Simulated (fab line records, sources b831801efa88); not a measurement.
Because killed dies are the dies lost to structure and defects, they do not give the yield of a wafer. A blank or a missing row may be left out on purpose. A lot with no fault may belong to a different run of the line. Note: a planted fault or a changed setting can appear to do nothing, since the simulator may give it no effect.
fab line records	flow sky130	part 1 of 2: steps 1 to 28 of 37
record lots=5	wafers=15	lastDay=51
route steps=708 shown GATE_OXIDE@194 POLY_GATE@204 RES_PROTECT@206
lots with no fault: from the same line, run without faults
startH: hours from the record's first day to the start of the lot's first wafer shown	waitH: time in hours since the lot's previous step	" identical to the entry in the row above	L1.1+2: one row covering several wafers at once	- either no value or no given start	* or withheld: withheld	< > ~ a bound
route shown NAME@n: NAME is a module with steps in the file, n the number in the route of the first one	usual: mean and standard deviation over wafers with no fault	same: alike in all rows	chamber/n: place in a boat	sites: the reading at each site	_std_site: the values' standard deviation	_edge_site: the outer-site mean with the inner-site mean subtracted	radiusMm: how far each site lies from the wafer's centre	mask NAME#n: copy n	behind: the tool/chamber that last shaped the wafer	hold: cause of the lot's hold/its duration in hours/its outcome	device: the n, p or np transistor that did not switch	end of line: the route-end tests of the same wafers	step lacking rows: just its recipe	killed: count of dies lost to structure and defects at first sort (not the wafer's yield)	map: the dies of a wafer, with x for killed, . for not killed, _ for no die there
set.NAME: the setting as run; set.NAME@STEP: as run at that earlier step	model.NAME: the simulator's own value behind a step, which no gauge read
a table for each step, a row for each wafer; lots at some steps of the route
services: a tool's chamber out of use, with start hour (startH, from the record's first day; less than 0 if before it), hours out, and reason
## steps
# step SKY_GATE_OXIDE_EXPOSE_07
# recipe maskId=LVOM	na=0.6	sourceShape=conventional	sigmaOuter=0.6	polarization=unpolarized	targetCdNm=600	doseMj=170
lot.wafer	tool	chamber	startH	waitH	mask
L074.3+5+6	ilineStepper-01	0	-	-	LVOM#0
L075.2+3+6	ilineStepper-02	0	-	-	LVOM#0
L076.3+5+6	ilineStepper-01	0	-	-	LVOM#0
L087.3+5+6	ilineStepper-02	0	-	-	LVOM#0
L097.1+3+6	ilineStepper-02	0	-	-	LVOM#0
# step SKY_GATE_OXIDE_PEB_08
# recipe tempC=withheld	timeS=*	resist=NOVOLAK
# usual exhaustPa=45.0/0.86
lot.wafer	tool	chamber	startH	waitH	exhaustPa
L074.3	lithoTrack-03	0	-	-	44.6
L074.5	"	0	"	"	45.0
L074.6	"	0	"	"	43.6
L075.2	lithoTrack-02	0	-	-	43.5
L075.3	"	0	"	"	46.0
L075.6	"	0	"	"	44.6
L076.3	lithoTrack-03	0	-	-	43.5
L076.5	"	0	"	"	43.7
L076.6	"	0	"	"	44.7
L087.3	lithoTrack-03	0	-	-	44.4
L087.5	"	0	"	"	45.0
L087.6	"	0	"	"	44.7
L097.1	lithoTrack-01	0	-	-	44.2
L097.3	"	0	"	"	44.0
L097.6	"	0	"	"	44.2
# step SKY_GATE_OXIDE_DEVELOP_09
# recipe resist=NOVOLAK	developer=TMAH	developTimeS=60	devTempC=23
# usual exhaustPa=44.9/1
lot.wafer	tool	chamber	startH	waitH	exhaustPa
L074.3	lithoTrack-03	0	304.25	0.1	44.6
L074.5	"	0	"	"	45.5
L074.6	"	0	"	"	44.7
L075.2	lithoTrack-02	0	325.50	0.1	45.4
L075.3	"	0	"	"	46.0
L075.6	"	0	"	"	46.5
L076.3	lithoTrack-03	0	332.90	0.1	45.6
L076.5	"	0	"	"	46.9
L076.6	"	0	"	"	46.5
L087.3	lithoTrack-03	0	439.20	0.1	44.6
L087.5	"	0	"	"	45.3
L087.6	"	0	"	"	43.9
L097.1	lithoTrack-01	0	516.28	0.1	44.4
L097.3	"	0	"	"	44.5
L097.6	"	0	"	"	44.2
# step SKY_GATE_OXIDE_OVL_MEAS_10
# usual GATE_OXIDE_OVL=0.7/1.3
lot.wafer	tool	chamber	startH	waitH	GATE_OXIDE_OVL[nm]
L074.3	overlay-02	-	304.37	0.1	1.1
L074.5	"	-	"	"	0.7
L074.6	"	-	"	"	1.4
L075.2	overlay-01	-	325.63	0.1	0.2
L075.3	"	-	"	"	-1.5
L075.6	"	-	"	"	-0.9
L076.3	overlay-01	-	333.02	0.1	1.7
L076.5	"	-	"	"	0.6
L076.6	"	-	"	"	-0.3
L087.3	overlay-02	-	439.31	0.1	2.7
L087.5	"	-	"	"	1.0
L087.6	"	-	"	"	1.5
L097.1	overlay-02	-	516.43	0.1	0.9
L097.3	"	-	"	"	0.6
L097.6	"	-	"	"	0.3
# step SKY_GATE_OXIDE_IMPLANT_11
# recipe species=B	energyKev=10	doseCm2=2.6e+12	tiltDeg=withheld
lot.wafer	tool	chamber	startH	waitH
L074.3+5+6	implanter-04	0	304.44	0.1
L075.2+3+6	implanter-04	0	325.68	0.0
L076.3+5+6	implanter-04	0	333.09	0.1
L087.3+5+6	implanter-04	0	439.39	0.1
L097.1+3+6	implanter-04	0	516.46	0.0
# step SKY_GATE_OXIDE_WET_ETCH_12
# recipe chemistry=dHF	targetDepthNm=16.8	dry=n2Spin	target=SiO2	dilution=100:1	tempC=25	timeS=336
lot.wafer	tool	chamber	startH	waitH
L074.3+5+6	wetBench-04	2	304.54	0.1
L075.2+3+6	wetBench-02	0	325.81	0.1
L076.3+5+6	wetBench-04	3	333.19	0.1
L087.3+5+6	wetBench-04	2	439.49	0.1
L097.1+3+6	wetBench-02	2	516.61	0.1
# step SKY_GATE_OXIDE_STRIP_13
# recipe chemistry=O2/N2	powerW=1400	pressureMtorr=1500	platenTempC=withheld	o2FlowSccm=3000	n2FlowSccm=300	overashFraction=0.5
# usual drypumpMotorCurrentA=5.5/0.44	o2FlowSccm=3000/8	oesProductAu=0.715/0.0041	stripTimeToEndpointS=14.17/0.039
lot.wafer	tool	chamber	startH	waitH	drypumpMotorCurrentA	o2FlowSccm	oesProductAu	rfHoursCounterH	stripTimeToEndpointS
L074.3	plasmaAsher-02	0	304.68	0.0	5.1	2995	0.714	-	14.12
L074.5	"	1	"	"	5.6	3000	0.711	-	14.08
L074.6	"	0	"	"	5.1	2995	0.715	-	14.16
L075.2	plasmaAsher-01	0	325.92	0.0	5.7	2999	0.711	53	14.21
L075.3	"	0	"	"	5.7	3011	0.716	-	14.19
L075.6	"	1	"	"	4.9	3010	0.710	-	14.18
L076.3	plasmaAsher-03	0	333.32	0.0	6.3	3001	0.709	-	14.22
L076.5	"	1	"	"	5.8	2998	0.715	-	14.25
L076.6	"	0	"	"	6.3	3013	0.722	-	14.19
L087.3	plasmaAsher-01	0	439.63	0.0	5.7	3008	0.715	-	14.15
L087.5	"	1	"	"	4.8	2986	0.710	-	14.20
L087.6	"	0	"	"	5.7	2995	0.718	-	14.17
L097.1	plasmaAsher-01	1	516.71	0.0	4.8	2999	0.716	70	14.13
L097.3	"	1	"	"	4.9	2991	0.718	-	14.18
L097.6	"	0	"	"	5.6	3001	0.718	-	14.17
# step SKY_GATE_OXIDE_TW_MEAS_14
# usual GATE_OXIDE_TW=224.1/1.6
lot.wafer	tool	chamber	startH	waitH	GATE_OXIDE_TW
L074.3	filmMetro-02	-	304.76	0.1	221.8
L074.5	"	-	"	"	222.0
L074.6	"	-	"	"	221.5
L075.2	filmMetro-03	-	326.03	0.1	226.1
L075.3	"	-	"	"	226.4
L075.6	"	-	"	"	225.5
L076.3	filmMetro-02	-	333.41	0.1	222.7
L076.5	"	-	"	"	222.8
L076.6	"	-	"	"	222.9
L087.3	filmMetro-04	-	439.72	0.1	224.8
L087.5	"	-	"	"	224.2
L087.6	"	-	"	"	224.4
L097.1	filmMetro-04	-	516.81	0.1	225.1
L097.3	"	-	"	"	225.6
L097.6	"	-	"	"	225.4
# step SKY_GATE_OXIDE_CLEAN_15
# recipe chemistry=SC1/SC2	mix=1:4:20	tempC=70	timeS=150	dry=n2Spin
lot.wafer	tool	chamber	startH	waitH
L074.3+5+6	wetBench-01	3	304.80	0.0
L075.2+3+6	wetBench-01	0	326.08	0.0
L076.3+5+6	wetBench-01	1	333.45	0.0
L087.3+5+6	wetBench-01	3	439.76	0.0
L097.1+3+6	wetBench-04	3	516.87	0.1
# step SKY_GATE_OXIDE_OXIDATION_16
# recipe tempC=800	ambient=O2	idleTempC=700	rampUpCPerMin=10	rampDownCPerMin=3	stabiliseS=600	purgeS=300	targetThkA=35.7	oxTimeS=1915
# usual tubeCenterTempC=800/0.072
lot.wafer	tool	chamber	startH	waitH	tubeCenterTempC
L074.3	furnace-02	0	306.41	1.6	800.09
L074.5	"	0	"	"	799.99
L074.6	"	0	"	"	800.01
L075.2	furnace-02	0	326.81	0.7	800.07
L075.3	"	0	"	"	800.03
L075.6	"	0	"	"	799.97
L076.3	furnace-01	0	334.40	0.9	799.97
L076.5	"	0	"	"	800
L076.6	"	0	"	"	800.05
L087.3	furnace-01	0	441.14	1.3	800.06
L087.5	"	0	"	"	800.1
L087.6	"	0	"	"	800.04
L097.1	furnace-01	0	517.42	0.5	799.96
L097.3	"	0	"	"	800.06
L097.6	"	0	"	"	799.99
# step SKY_POLY_GATE_CVD_00
# recipe material=poly-Si	targetThkNm=180	tempC=620	timeS=720	pressureMtorr=200
# usual susceptorTempC=620.02/0.28
lot.wafer	tool	chamber	startH	waitH	susceptorTempC
L074.3	lpcvd-01	0	307.94	0.0	620.07
L074.5	"	0	"	"	620.46
L074.6	"	0	"	"	620.31
L075.2	lpcvd-01	1	328.34	0.0	619.58
L075.3	"	1	"	"	619.85
L075.6	"	1	"	"	619.87
L076.3	lpcvd-01	1	335.93	0.0	620.15
L076.5	"	1	"	"	620.48
L076.6	"	1	"	"	619.96
L087.3	lpcvd-01	1	442.67	0.0	619.84
L087.5	"	1	"	"	619.63
L087.6	"	1	"	"	619.67
L097.1	lpcvd-01	0	518.95	0.0	619.52
L097.3	"	0	"	"	619.47
L097.6	"	0	"	"	619.67
# step SKY_POLY_GATE_THK_MEAS_01
# recipe reads=poly-Si_of_POLY_GATE_CVD_00
# usual POLY_GATE_CVD_00_THK=179.8/1.8
lot.wafer	tool	chamber	startH	waitH	POLY_GATE_CVD_00_THK[nm]
L074.3	filmMetro-02	-	309.16	0.0	182.4
L074.5	"	-	"	"	181.1
L074.6	"	-	"	"	181.3
L075.2	filmMetro-01	-	329.55	0.0	181.7
L075.3	"	-	"	"	181.2
L075.6	"	-	"	"	181.8
L076.3	filmMetro-01	-	337.15	0.0	180.0
L076.5	"	-	"	"	180.2
L076.6	"	-	"	"	181.3
L087.3	filmMetro-04	-	443.89	0.0	175.2
L087.5	"	-	"	"	174.7
L087.6	"	-	"	"	176.6
L097.1	filmMetro-02	-	520.15	0.0	180.2
L097.3	"	-	"	"	182.1
L097.6	"	-	"	"	181.0
# step SKY_RES_PROTECT_DEHYDRATE_00
# recipe tempC=200	timeS=60
# usual exhaustPa=45.1/0.85
lot.wafer	tool	chamber	startH	waitH	exhaustPa
L074.3	lithoTrack-02	0	322.27	13.1	44.8
L074.5	"	0	"	"	44.4
L074.6	"	0	"	"	46.2
L075.2	lithoTrack-01	0	342.55	13.0	44.2
L075.3	"	0	"	"	43.5
L075.6	"	0	"	"	44.7
L076.3	lithoTrack-04	0	350.33	13.2	44.5
L076.5	"	0	"	"	44.8
L076.6	"	0	"	"	46.0
L087.3	lithoTrack-04	0	458.68	14.8	45.4
L087.5	"	0	"	"	44.4
L087.6	"	0	"	"	44.4
L097.1	lithoTrack-02	0	534.77	14.6	45.9
L097.3	"	0	"	"	45.4
L097.6	"	0	"	"	43.1
# step SKY_RES_PROTECT_HMDS_01
# recipe primeTimeS=60	primeTempC=120
# usual exhaustPa=44.9/0.85
lot.wafer	tool	chamber	startH	waitH	exhaustPa
L074.3	lithoTrack-02	0	322.42	0.1	45.5
L074.5	"	0	"	"	44.9
L074.6	"	0	"	"	44.3
L075.2	lithoTrack-01	0	342.70	0.1	47.4
L075.3	"	0	"	"	46.8
L075.6	"	0	"	"	46.3
L076.3	lithoTrack-04	0	350.48	0.1	44.7
L076.5	"	0	"	"	45.6
L076.6	"	0	"	"	45.0
L087.3	lithoTrack-04	0	458.83	0.1	43.4
L087.5	"	0	"	"	45.6
L087.6	"	0	"	"	44.9
L097.1	lithoTrack-02	0	534.92	0.1	44.0
L097.3	"	0	"	"	43.2
L097.6	"	0	"	"	44.8
# step SKY_RES_PROTECT_COAT_02
# recipe resist=NOVOLAK	spinRpm=3000	resistThkNm=1140
# usual exhaustPa=45.0/0.92
lot.wafer	tool	chamber	startH	waitH	exhaustPa
L074.3	lithoTrack-02	0	322.57	0.1	47.0
L074.5	"	0	"	"	44.3
L074.6	"	0	"	"	46.1
L075.2	lithoTrack-01	0	342.85	0.1	43.7
L075.3	"	0	"	"	43.2
L075.6	"	0	"	"	44.8
L076.3	lithoTrack-04	0	350.63	0.1	46.9
L076.5	"	0	"	"	44.8
L076.6	"	0	"	"	44.2
L087.3	lithoTrack-04	0	458.98	0.1	44.4
L087.5	"	0	"	"	45.5
L087.6	"	0	"	"	44.6
L097.1	lithoTrack-02	0	535.07	0.1	45.1
L097.3	"	0	"	"	44.0
L097.6	"	0	"	"	44.7
# step SKY_RES_PROTECT_SOFTBAKE_03
# recipe tempC=90	timeS=60	resist=NOVOLAK
# usual exhaustPa=45.0/0.89
lot.wafer	tool	chamber	startH	waitH	exhaustPa
L074.3	lithoTrack-02	0	322.72	0.1	44.9
L074.5	"	0	"	"	45.1
L074.6	"	0	"	"	44.3
L075.2	lithoTrack-01	0	343.00	0.1	44.1
L075.3	"	0	"	"	44.4
L075.6	"	0	"	"	43.8
L076.3	lithoTrack-04	0	350.78	0.1	44.9
L076.5	"	0	"	"	44.5
L076.6	"	0	"	"	46.2
L087.3	lithoTrack-04	0	459.13	0.1	45.0
L087.5	"	0	"	"	43.9
L087.6	"	0	"	"	45.7
L097.1	lithoTrack-02	0	535.22	0.1	44.2
L097.3	"	0	"	"	46.0
L097.6	"	0	"	"	47.0
# step SKY_RES_PROTECT_EXPOSE_04
# recipe maskId=RPM	na=0.6	sourceShape=conventional	sigmaOuter=0.6	polarization=unpolarized	targetCdNm=1270	doseMj=131
lot.wafer	tool	chamber	startH	waitH	mask
L074.3+5+6	ilineStepper-02	0	-	-	RPM#0
L075.2+3+6	ilineStepper-02	0	-	-	RPM#0
L076.3+5+6	ilineStepper-02	0	-	-	RPM#0
L087.3+5+6	ilineStepper-02	0	-	-	RPM#0
L097.1+3+6	ilineStepper-01	0	-	-	RPM#0
# step SKY_RES_PROTECT_PEB_05
# recipe tempC=withheld	timeS=*	resist=NOVOLAK
# usual exhaustPa=45.0/0.78
lot.wafer	tool	chamber	startH	waitH	exhaustPa
L074.3	lithoTrack-01	0	-	-	44.1
L074.5	"	0	"	"	43.4
L074.6	"	0	"	"	45.1
L075.2	lithoTrack-04	0	-	-	44.6
L075.3	"	0	"	"	44.9
L075.6	"	0	"	"	45.2
L076.3	lithoTrack-01	0	-	-	44.7
L076.5	"	0	"	"	46.9
L076.6	"	0	"	"	46.6
L087.3	lithoTrack-04	0	-	-	45.5
L087.5	"	0	"	"	45.0
L087.6	"	0	"	"	44.5
L097.1	lithoTrack-04	0	-	-	44.6
L097.3	"	0	"	"	44.6
L097.6	"	0	"	"	44.4
# step SKY_RES_PROTECT_DEVELOP_06
# recipe resist=NOVOLAK	developer=TMAH	developTimeS=60	devTempC=23
# usual exhaustPa=45.2/0.81
lot.wafer	tool	chamber	startH	waitH	exhaustPa
L074.3	lithoTrack-01	0	335.83	0.1	44.4
L074.5	"	0	"	"	46.0
L074.6	"	0	"	"	44.4
L075.2	lithoTrack-04	0	356.16	0.1	44.2
L075.3	"	0	"	"	45.2
L075.6	"	0	"	"	44.9
L076.3	lithoTrack-01	0	364.03	0.1	45.0
L076.5	"	0	"	"	45.5
L076.6	"	0	"	"	45.0
L087.3	lithoTrack-04	0	473.98	0.1	45.0
L087.5	"	0	"	"	44.8
L087.6	"	0	"	"	43.7
L097.1	lithoTrack-04	0	550.28	0.1	44.5
L097.3	"	0	"	"	44.7
L097.6	"	0	"	"	44.4
# step SKY_POLY_GATE_IMPLANT_02
# recipe species=P	energyKev=30	doseCm2=7.7e+15	tiltDeg=0
lot.wafer	tool	chamber	startH	waitH
L074.3+5+6	implanter-03	0	335.98	0.1
L075.2+3+6	implanter-03	0	356.31	0.1
L076.3+5+6	implanter-03	0	364.18	0.1
L087.3+5+6	implanter-01	0	474.13	0.1
L097.1+3+6	implanter-03	0	550.43	0.1
# step SKY_RES_PROTECT_STRIP_07
# recipe chemistry=O2/N2	powerW=1400	pressureMtorr=1500	platenTempC=withheld	o2FlowSccm=3000	n2FlowSccm=300	overashFraction=0.5
# usual drypumpMotorCurrentA=5.6/0.55	o2FlowSccm=3001/9.1	oesProductAu=0.518/0.0047	stripTimeToEndpointS=23.29/0.039
lot.wafer	tool	chamber	startH	waitH	drypumpMotorCurrentA	o2FlowSccm	oesProductAu	rfHoursCounterH	stripTimeToEndpointS
L074.3	plasmaAsher-03	0	336.11	0.1	6.3	2985	0.517	-	23.29
L074.5	"	0	"	"	6.3	3004	0.518	-	23.24
L074.6	"	1	"	"	5.8	3008	0.520	-	23.29
L075.2	plasmaAsher-03	0	356.43	0.1	6.3	2997	0.530	64	23.31
L075.3	"	1	"	"	5.8	3019	0.523	-	23.26
L075.6	"	1	"	"	5.8	3012	0.519	-	23.24
L076.3	plasmaAsher-04	1	364.31	0.1	4.9	3004	0.516	-	23.32
L076.5	"	0	"	"	5.2	2993	0.519	-	23.34
L076.6	"	1	"	"	4.9	3019	0.518	-	23.39
L087.3	plasmaAsher-04	1	474.27	0.1	4.9	2997	0.519	-	23.31
L087.5	"	0	"	"	5.2	3004	0.512	-	23.28
L087.6	"	1	"	"	4.8	3003	0.513	-	23.37
L097.1	plasmaAsher-01	0	550.58	0.1	5.7	3018	0.510	74	23.33
L097.3	"	0	"	"	5.7	3013	0.520	-	23.24
L097.6	"	1	"	"	4.8	3010	0.522	-	23.26
# step SKY_RES_PROTECT_TW_MEAS_08
# usual POLY_GATE_TW=4042/23
lot.wafer	tool	chamber	startH	waitH	POLY_GATE_TW
L074.3	filmMetro-03	-	336.20	0.1	4072
L074.5	"	-	"	"	4058
L074.6	"	-	"	"	4059
L075.2	filmMetro-03	-	356.54	0.1	4043
L075.3	"	-	"	"	4061
L075.6	"	-	"	"	4049
L076.3	filmMetro-01	-	364.40	0.1	4073
L076.5	"	-	"	"	4038
L076.6	"	-	"	"	4051
L087.3	filmMetro-01	-	474.35	0.1	4011
L087.5	"	-	"	"	4024
L087.6	"	-	"	"	4013
L097.1	filmMetro-03	-	550.73	0.1	4050
L097.3	"	-	"	"	4030
L097.6	"	-	"	"	4054
# step SKY_RES_PROTECT_CLEAN_09
# recipe chemistry=SC1/SC2	mix=1:4:20	tempC=70	timeS=150	dry=n2Spin
lot.wafer	tool	chamber	startH	waitH
L074.3+5+6	wetBench-02	2	336.24	0.0
L075.2+3+6	wetBench-04	2	356.59	0.0
L076.3+5+6	wetBench-02	0	364.44	0.0
L087.3+5+6	wetBench-02	2	474.39	0.0
L097.1+3+6	wetBench-04	1	550.79	0.1
# step SKY_POLY_GATE_CVD_03
# recipe material=Si3N4	precursor=DCS/NH3	targetThkNm=75	tempC=770	timeS=1290	pressureMtorr=250
# usual susceptorTempC=770.0/0.3
lot.wafer	tool	chamber	startH	waitH	susceptorTempC
L074.3	lpcvd-02	0	336.29	0.0	770.3
L074.5	"	0	"	"	770.0
L074.6	"	0	"	"	770.2
L075.2	lpcvd-02	1	356.65	0.0	770.2
L075.3	"	1	"	"	770.0
L075.6	"	1	"	"	770.3
L076.3	lpcvd-02	1	365.51	1.0	769.8
L076.5	"	1	"	"	769.9
L076.6	"	1	"	"	770.1
L087.3	lpcvd-02	0	474.44	0.0	770.0
L087.5	"	0	"	"	770.1
L087.6	"	0	"	"	770.2
L097.1	lpcvd-02	0	550.84	0.0	770.2
L097.3	"	0	"	"	770.2
L097.6	"	0	"	"	769.6
# step SKY_POLY_GATE_THK_MEAS_04
# recipe reads=Si3N4_of_POLY_GATE_CVD_03
# usual POLY_GATE_CVD_03_THK=74.9/0.88
lot.wafer	tool	chamber	startH	waitH	POLY_GATE_CVD_03_THK[nm]
L074.3	filmMetro-04	-	337.67	0.0	75.3
L074.5	"	-	"	"	75.1
L074.6	"	-	"	"	74.6
L075.2	filmMetro-01	-	358.02	0.0	74.3
L075.3	"	-	"	"	73.8
L075.6	"	-	"	"	74.1
L076.3	filmMetro-01	-	366.89	0.0	75.9
L076.5	"	-	"	"	74.8
L076.6	"	-	"	"	75.6
L087.3	filmMetro-01	-	475.82	0.0	74.4
L087.5	"	-	"	"	74.4
L087.6	"	-	"	"	74.0
L097.1	filmMetro-04	-	552.20	0.0	75.5
L097.3	"	-	"	"	76.5
L097.6	"	-	"	"	76.0
# step SKY_POLY_GATE_DEHYDRATE_05
# recipe tempC=200	timeS=60
# usual exhaustPa=44.9/0.79
lot.wafer	tool	chamber	startH	waitH	exhaustPa
L074.3	lithoTrack-02	0	350.62	12.9	44.6
L074.5	"	0	"	"	46.2
L074.6	"	0	"	"	45.7
L075.2	lithoTrack-04	0	371.06	13.0	45.4
L075.3	"	0	"	"	44.7
L075.6	"	0	"	"	46.4
L076.3	lithoTrack-02	0	380.72	13.8	44.1
L076.5	"	0	"	"	44.7
L076.6	"	0	"	"	45.6
L087.3	lithoTrack-04	0	490.03	14.2	44.4
L087.5	"	0	"	"	46.1
L087.6	"	0	"	"	44.7
L097.1	lithoTrack-04	0	566.68	14.5	44.7
L097.3	"	0	"	"	43.7
L097.6	"	0	"	"	43.4
# step SKY_POLY_GATE_HMDS_06
# recipe primeTimeS=60	primeTempC=120
# usual exhaustPa=44.8/0.99
lot.wafer	tool	chamber	startH	waitH	exhaustPa
L074.3	lithoTrack-02	0	350.77	0.1	43.9
L074.5	"	0	"	"	45.3
L074.6	"	0	"	"	44.5
L075.2	lithoTrack-04	0	371.21	0.1	44.1
L075.3	"	0	"	"	44.7
L075.6	"	0	"	"	43.8
L076.3	lithoTrack-02	0	380.87	0.1	45.7
L076.5	"	0	"	"	46.3
L076.6	"	0	"	"	46.4
L087.3	lithoTrack-04	0	490.18	0.1	45.3
L087.5	"	0	"	"	44.5
L087.6	"	0	"	"	45.1
L097.1	lithoTrack-04	0	566.83	0.1	44.6
L097.3	"	0	"	"	45.1
L097.6	"	0	"	"	45.2
# step SKY_POLY_GATE_COAT_07
# recipe resist=BARC	tempC=withheld	timeS=withheld	spinRpm=3000	resistThkNm=110
# usual exhaustPa=44.9/0.79
lot.wafer	tool	chamber	startH	waitH	exhaustPa
L074.3	lithoTrack-02	0	350.92	0.1	44.4
L074.5	"	0	"	"	45.4
L074.6	"	0	"	"	45.9
L075.2	lithoTrack-04	0	371.36	0.1	45.9
L075.3	"	0	"	"	45.4
L075.6	"	0	"	"	44.5
L076.3	lithoTrack-02	0	381.02	0.1	44.6
L076.5	"	0	"	"	44.8
L076.6	"	0	"	"	45.5
L087.3	lithoTrack-04	0	490.33	0.1	44.4
L087.5	"	0	"	"	44.2
L087.6	"	0	"	"	45.3
L097.1	lithoTrack-04	0	566.98	0.1	45.1
L097.3	"	0	"	"	43.9
L097.6	"	0	"	"	42.7
